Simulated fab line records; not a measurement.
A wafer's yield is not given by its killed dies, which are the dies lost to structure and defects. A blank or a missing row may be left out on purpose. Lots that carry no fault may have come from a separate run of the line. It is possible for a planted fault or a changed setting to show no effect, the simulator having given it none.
What tool caused it?	flow gf180mcu	Sampling: 12 lots, 36 wafers, 5 of 602 route steps

== WHAT EACH GAUGE READ, for each wafer ==
GF_V5_RS_MEAS_24: measurement is done with a four-point probe. Usual: V5_W_RS 0.327 ohm/sq, standard deviation 0.0039.
lot	measured	on	V5_W_RS (ohm/sq)	flag
L342	day 28 10:14	film metro-02	0.332 0.326 0.336	
L343	day 28 16:13	film metro-01	0.324 0.334 0.325	
L344	day 28 18:46	film metro-02	0.323 0.323 0.332	
L345	day 29 07:52	film metro-02	0.322 0.327 0.326	
L347	day 29 21:13	film metro-03	0.328 0.327 0.325	
L348	day 29 22:49	film metro-03	0.324 0.327 0.325	
L350	day 30 12:30	film metro-03	0.329 0.325 0.326	
L356	day 32 06:15	film metro-01	0.324 0.325 0.328	
L357	day 32 14:47	film metro-01	0.334 0.337 0.333	
L360	day 33 05:10	film metro-01	0.322 0.334 0.323	
L361	day 33 14:10	film metro-01	0.325 0.326 0.336	
L362	day 33 16:11	film metro-03	0.327 0.328 0.325	

GF_PASSIVATION_THK_MEAS_01. Usual: PASSIVATION_CVD_00_THK 1002 nm, standard deviation 13.
lot	measured	on	PASSIVATION_CVD_00_THK (nm)	flag
L342	day 29 07:16	film metro-04	972 984 995	
L343	day 29 13:01	film metro-04	993 1003 1016	
L344	day 29 16:08	film metro-03	1016 1007 1012	
L345	day 30 04:30	film metro-04	1009 1033 1006	
L347	day 30 17:31	film metro-03	1002 996 997	
L348	day 30 18:52	film metro-03	984 1004 1013	
L350	day 31 07:46	film metro-03	1007 1001 1019	
L356	day 33 04:44	film metro-01	1049 1069 1074	OFF
L357	day 33 08:07	film metro-01	1058 1055 1072	OFF
L360	day 33 21:40	film metro-04	992 970 998	
L361	day 34 07:16	film metro-01	990 1007 1012	
L362	day 34 08:50	film metro-01	988 999 1019	

== WHICH TOOL RAN EACH LOT (tool, then ch and the chambers of the sampled wafers, then the start) ==
lot	GF_TOP_METAL_SPUTTER_00	GF_TOP_METAL_METAL_ETCH_16	GF_PASSIVATION_CVD_00
L342	pvd sputter-01, day 28 10:41	rie metal-03 ch 0,1, day 29 06:24	pecvd-02 ch 0, day 29 07:08
L343	pvd sputter-03, day 28 16:41	rie metal-03 ch 0,1, day 29 12:11	pecvd-03 ch 0,2, day 29 12:55
L344	pvd sputter-03, day 28 19:14	rie metal-03 ch 0,1, day 29 15:22	pecvd-03 ch 0,1,2, day 29 16:04
L345	pvd sputter-01, day 29 08:20	rie metal-01 ch 0,1, day 30 03:39	pecvd-04 ch 0,1,2, day 30 04:25
L347	pvd sputter-01, day 29 21:41	rie metal-03 ch 0,1, day 30 16:42	pecvd-04 ch 0,1,2, day 30 17:26
L348	pvd sputter-03, day 29 23:17	rie metal-01 ch 0, day 30 17:51	pecvd-02 ch 0,1, day 30 18:47
L350	pvd sputter-02, day 30 12:59	rie metal-04 ch 0,1, day 31 06:57	pecvd-04 ch 0,1,2, day 31 07:41
L356	pvd sputter-01, day 32 06:44	rie metal-01 ch 0,1, day 33 03:55	pecvd-03 ch 0,1,2, day 33 04:40
L357	pvd sputter-03, day 32 15:16	rie metal-04 ch 0,1, day 33 07:19	pecvd-03 ch 1,2, day 33 08:02
L360	pvd sputter-01, day 33 05:38	rie metal-03 ch 0,1, day 33 20:51	pecvd-02 ch 0,2, day 33 21:35
L361	pvd sputter-01, day 33 14:37	rie metal-04 ch 0,1, day 34 06:27	pecvd-02 ch 1,2, day 34 07:11
L362	pvd sputter-03, day 33 16:38	rie metal-01 ch 0,1, day 34 08:04	pecvd-04 ch 0,1, day 34 08:44
- GF_TOP_METAL_SPUTTER_00: material Ti, target thk 37.5 nm, time 150 s.
- GF_TOP_METAL_METAL_ETCH_16: etches the open film in Cl2/BCl3, stops on SiO2, target depth 1197 nm, time 199.5 s.
- GF_PASSIVATION_CVD_00: deposits SiO2 from TEOS, target thk 1000 nm, time 111.95 s.

== WHAT THE TOOLS THEMSELVES READ (means of the sampled wafers that have a number; where no wafer has one, the mark that the record gives instead) ==
GF_TOP_METAL_SPUTTER_00. Usual: chamber pressure pa 2.000 Pa, standard deviation 0.0043; throttle valve pct 29.9 %, standard deviation 0.95.
lot	tool	chamber pressure pa (Pa)	throttle valve pct (%)	flag
L342	pvd sputter-01	2.000	30.2	
L343	pvd sputter-03	2.003	31.1	
L344	pvd sputter-03	2.006	31.0	
L345	pvd sputter-01	2.004	30.5	
L347	pvd sputter-01	1.996	30.0	
L348	pvd sputter-03	2.001	30.6	
L350	pvd sputter-02	2.000	30.0	
L356	pvd sputter-01	1.995	29.0	
L357	pvd sputter-03	1.999	30.4	
L360	pvd sputter-01	1.998	29.5	
L361	pvd sputter-01	2.002	29.8	
L362	pvd sputter-03	1.998	30.1	

GF_TOP_METAL_METAL_ETCH_16. Usual: drypump motor current A 5.8 A, standard deviation 0.56; oes product au 0.987 a.u., standard deviation 0.0081; throttle valve pct 28.234 %, standard deviation 0.011.
lot	tool	drypump motor current A (A)	oes product au (a.u.)	throttle valve pct (%)	flag
L342	rie metal-03	5.4	0.986	28.229	
L343	rie metal-03	5.3	0.978	28.244	
L344	rie metal-03	5.4	0.978	28.244	
L345	rie metal-01	5.7	0.994	28.224	
L347	rie metal-03	5.9	0.984	28.237	
L348	rie metal-01	5.8	0.993	28.230	
L350	rie metal-04	6.1	0.984	28.238	
L356	rie metal-01	5.6	0.981	28.234	
L357	rie metal-04	5.7	0.991	28.227	
L360	rie metal-03	5.4	0.978	28.234	
L361	rie metal-04	6.1	0.990	28.226	
L362	rie metal-01	5.7	0.987	28.233	

GF_PASSIVATION_CVD_00. Usual: heater power w 605 W, standard deviation 85; run length s 140.0 s, standard deviation 0.54; susceptor temp C 400.01 C, standard deviation 0.2.
lot	tool	heater power w (W)	run length s (s)	susceptor temp C (C)	flag
L342	pecvd-02	626	139.9	400.18	
L343	pecvd-03	615	140.5	399.98	
L344	pecvd-03	605	140.3	399.81	
L345	pecvd-04	578	140.1	399.93	
L347	pecvd-04	564	140.1	400.16	
L348	pecvd-02	542	139.9	399.77	
L350	pecvd-04	601	139.9	399.90	
L356	pecvd-03	635	146.8	399.97	OFF
L357	pecvd-03	557	146.7	399.92	OFF
L360	pecvd-02	675	139.7	400.01	
L361	pecvd-02	651	139.4	400.04	
L362	pecvd-04	575	140.1	399.96	

== THE ANSWER, worked out from the rows above alone ==
Rule: a lot counts as off when the mean over its wafers that have a number is more than 3 standard deviations away from the usual mean. A lot without any number at a reading at which 4 lots or more have one is off too. Where the step has rows for the other lots, those lots are counted as sound. The gauges are gone through in route order, then the tools' own readings, and for those a lot's mean is taken as printed above. At the first step where some lot is off, the reading lying furthest off is the one used; lots without a number count as furthest.
Off: L356, L357, at GF_PASSIVATION_THK_MEAS_01 (PASSIVATION_CVD_00_THK).
If a tool, at a process step before that reading, ran all the lots that are off and no sound lot after the first of them, it fits. The gauges at GF_PASSIVATION_THK_MEAS_01 aren't tried: what is off there is off at GF_PASSIVATION_CVD_00 too, on other tools, and a gauge's error can't cause that. One fits: pecvd-03 at GF_PASSIVATION_CVD_00. Its last sound lot is L344 (day 29 16:04), its first lot that is off L356 (day 33 04:40): a fault that began between those two fits.
On the lots that are off, the tool's own readings at GF_PASSIVATION_CVD_00 differ by more than 5 times the standard deviation of the sound lots' means, which bears it out; run length s reads 146.8 s there versus 140.0 s on the sound lots.

== WHAT HAD BEEN PUT IN BY THE SIMULATOR ==
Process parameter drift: pecvd-03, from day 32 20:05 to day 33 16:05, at GF_PASSIVATION_CVD_00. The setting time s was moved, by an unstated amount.
Lots struck among those shown: L356, L357. The rule above reached the same finding.
